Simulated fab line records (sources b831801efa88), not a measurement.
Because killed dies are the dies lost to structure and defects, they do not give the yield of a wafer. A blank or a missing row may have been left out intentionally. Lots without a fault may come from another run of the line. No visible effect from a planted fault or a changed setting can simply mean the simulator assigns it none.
A lot that was struck, set against a sound lot / flow sfq_line / 13 steps out of a route of 325
Sound: the wafers L602.1, L602.5, L602.6. Struck: wafers L620.2, L620.3. (L620.4 of the same lot was not struck and is left out.) The cause comes at the end.
For every step that has rows: the tool of each side, followed by ch and its chambers, followed by its first start. Under that, the readings that differ: sound wafers / struck wafers / difference of the means / sigmas: that difference in standard deviations of wafers without a fault.
alike: readings whose means differ by less than 2 such deviations, and words and numbers that are the same on both sides. not compared: withheld readings, readings that some wafer has no value for, bounds like >300 that may hide the same value, and numbers for which the record gives no deviation and whose values overlap.
A row with sigmas, a row that says differs or no value, or rows on one side alone: a step with any of these is where the two part. Non-overlapping numbers with no deviation appear without sigmas and do not part them. A reading that every wafer of one side lacks parts them only if that side has two wafers or more.

first, 6 steps without rows for these wafers: SFQ_TRILAYER_M1_LITHO_COAT_044 (resist thk 62 nm); SFQ_TRILAYER_M1_LITHO_COAT_039 (resist thk 600 nm); SFQ_TRILAYER_M1_LITHO_SOFTBAKE_043; SFQ_TRILAYER_M1_LITHO_EXPOSE_040 (exposes mask M1, target cd 500 nm); SFQ_TRILAYER_M1_LITHO_PEB_042 (peb time 60 s); SFQ_TRILAYER_M1_LITHO_DEVELOP_041 (time 60 s).
SFQ_M1_OVL_MEAS_911:
  sound: overlay-02 at day 18 13:19; struck: overlay-01 at day 20 12:42
  alike: M1_OVL
SFQ_TRILAYER_M1_BARC_OPEN_METAL_ETCH_054: etches BARC in O2, target depth 125 nm, time 41.7 s.
  sound on rie_metal-03 ch 0,1, day 18 13:22; struck on rie_metal-03 ch 0,1, day 20 12:44
  alike: drypump_motor_current_A, oes_product_au
  not compared: rf_hours_counter_h
SFQ_TRILAYER_M1_ETCH_METAL_ETCH_042: etches Nb in Cl2/Ar, stops on SiO2, target depth 240 nm, time 120 s.
  sound on rie_metal-03 ch 0,1, day 18 13:25; struck on rie_metal-03 ch 0,1, day 20 12:47
  alike: drypump_motor_current_A, oes_product_au
  not compared: rf_hours_counter_h
SFQ_TRILAYER_M1_STRIP_STRIP_043: strips in O2.
  sound on rie_metal-03 ch 0,1, day 18 13:32; struck on rie_metal-03 ch 0,1, day 20 12:55
  alike: drypump_motor_current_A, oes_product_au
  not compared: rf_hours_counter_h
then, 1 step without rows for these wafers: SFQ_TRILAYER_M1_STRIP_SOLV_CLEAN_044 (cleans in NMP, time 600 s).
SFQ_TRILAYER_I1_DEP_PECVD_045: deposits SiO2 from SiH4/N2O, time 111.11 s, target thk 500 nm.
  sound on pecvd-01 ch 0,1,2, day 18 14:19; struck on pecvd-04 ch 1,2, day 20 13:41
reading=run_length_s (s); sound=140.2 139.5 138.5; struck=145.3 144.3; difference=+5.4; sigmas=+10
  alike: heater_power_w, throttle_valve_pct
  not compared: model.SiO2_of_TRILAYER_I1_DEP_PECVD_045.thk_nm
SFQ_TRILAYER_I1_CMP_CMP_046: polishes SiO2.
  sound on cmp-01 ch 0,1,2, day 18 15:53; struck on cmp-02 ch 1,2, day 20 16:13
  alike: motor_current_A, time_to_endpoint_s

== WHERE THEY PART ==
SFQ_TRILAYER_I1_DEP_PECVD_045 only, going by this record. Later steps at which nothing parts them and some readings are alike: SFQ_TRILAYER_I1_CMP_CMP_046.

WHY: whatever the simulator had introduced
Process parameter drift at SFQ_TRILAYER_I1_DEP_PECVD_045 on pecvd-04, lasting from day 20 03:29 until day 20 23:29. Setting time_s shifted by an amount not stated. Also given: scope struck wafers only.
